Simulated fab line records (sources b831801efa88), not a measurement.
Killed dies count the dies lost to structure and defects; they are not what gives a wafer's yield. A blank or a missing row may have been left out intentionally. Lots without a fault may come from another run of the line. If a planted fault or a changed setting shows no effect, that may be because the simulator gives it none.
Lot-split experiment -- flow sfq-line -- 5 lots, 27 wafers read, on a route of 325 steps

THE SPLIT ITSELF
At SFQ_TRILAYER_L0_BARC_OPEN_METAL_ETCH_010 (etches BARC in O2, target depth 125 nm, time 41.7 s), the setting time-s was moved away from the recipe's 41.7 s on 12 of the 27 wafers read, by -38.4% to +46.2%. All remaining wafers had this setting at the recipe value.

The reading comes from the split's own step.

THE READING
KrF_of_TRILAYER_L0_LITHO_COAT_005.thk-nm (the simulator's own value, which no gauge read), in nm, at SFQ_TRILAYER_L0_BARC_OPEN_METAL_ETCH_010 (etches BARC in O2, target depth 125 nm, time 41.7 s). There is no usual value for it anywhere in the file. Average 523.7 nm, standard deviation 2 nm, over the 15 wafers here run with the recipe.

wafer,"tool, chamber at the split","time-s as run, s",against the recipe,"KrF_of_TRILAYER_L0_LITHO_COAT_005.thk-nm, nm",against lot-mates on the recipe
L074.1,"rie-metal-03, 1",41.7,recipe,521.6,-
L074.2,"rie-metal-03, 0",58.15,+39.4%,502.7,-17.5
L074.3,"rie-metal-03, 1",41.7,recipe,519.1,-
L074.4,"rie-metal-03, 0",58.15,+39.4%,500.4,-19.8
L074.5,"rie-metal-03, 0",58.15,+39.4%,501.6,-18.6
L074.6,"rie-metal-03, 1",41.7,recipe,520,-
L077.1,"rie-metal-04, 1",41.7,recipe,524,-
L077.3,"rie-metal-04, 1",41.7,recipe,522.1,-
L077.4,"rie-metal-04, 1",41.7,recipe,525.1,-
L080.1,"rie-metal-04, 1",41.7,recipe,524.5,-
L080.2,"rie-metal-04, 0",57.51,+37.9%,505.3,-19.6
L080.3,"rie-metal-04, 1",41.7,recipe,525.5,-
L080.4,"rie-metal-04, 0",57.51,+37.9%,504.9,-20.0
L080.5,"rie-metal-04, 0",41.7,recipe,524.7,-
L080.6,"rie-metal-04, 1",57.51,+37.9%,505.1,-19.8
L081.1,"rie-metal-04, 0",41.7,recipe,525,-
L081.2,"rie-metal-04, 1",60.97,+46.2%,500.6,-24.4
L081.3,"rie-metal-04, 0",41.7,recipe,526,-
L081.4,"rie-metal-04, 1",60.97,+46.2%,501.6,-23.4
L081.5,"rie-metal-04, 1",41.7,recipe,524,-
L081.6,"rie-metal-04, 0",60.97,+46.2%,500.1,-24.9
L085.1,"rie-metal-01, 1",25.68,-38.4%,544.3,+19.8
L085.2,"rie-metal-01, 1",41.7,recipe,525.7,-
L085.3,"rie-metal-01, 1",25.68,-38.4%,543.1,+18.6
L085.4,"rie-metal-01, 1",41.7,recipe,523,-
L085.5,"rie-metal-01, 1",41.7,recipe,524.7,-
L085.6,"rie-metal-01, 1",25.68,-38.4%,543.3,+18.8

FIT RESULTS
A straight line over all 27 wafers: KrF_of_TRILAYER_L0_LITHO_COAT_005.thk-nm changes by -0.515 nm for each +1% of time-s; r = -0.99; the points scatter about the line by 1.8 nm.
The same after taking each lot's own level away (the mean of its wafers on the recipe; 27 wafers): -0.505 nm for each +1%; r = -1.00; scatter 1 nm.
The reading moves by 23 nm for the largest change in time-s, on that fit.
From 520.23 to 525.00 nm: that is the span of the lots' own levels, equal to 2.4 times the standard deviation above.
Consequently the slope shifts little with the lot-to-lot level, the two slopes agreeing.
Check: with one of the wafers moved furthest among these (+46.2%) left out of the fit, the line predicts -23.3 nm for it against its lot-mates. It came out at -24.4 nm against them.
Tool readings at the split's step, against how far the setting was moved: oes-product-au r = -0.82.

THE WHOLE CHAIN: every reading that the file lists as answering this split, in the file's order
step,what it does,reading,change (the file's fit),r (the file's)
SFQ_TRILAYER_L0_BARC_OPEN_METAL_ETCH_010,"etches BARC in O2, target depth 125 nm, time 41.7 s",oes-product-au,"not straight: 0.880 at the lowest setting, 0.685 at the recipe, 0.642 at the highest",not given
SFQ_TRILAYER_L0_BARC_OPEN_METAL_ETCH_010,"etches BARC in O2, target depth 125 nm, time 41.7 s","KrF_of_TRILAYER_L0_LITHO_COAT_005.thk-nm (the simulator's own value, which no gauge read)",-0.506 nm for each +1% of the setting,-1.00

FILE'S OWN FIT
KrF_of_TRILAYER_L0_LITHO_COAT_005.thk-nm changes by -0.506 nm for each +1% of time-s, r = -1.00.
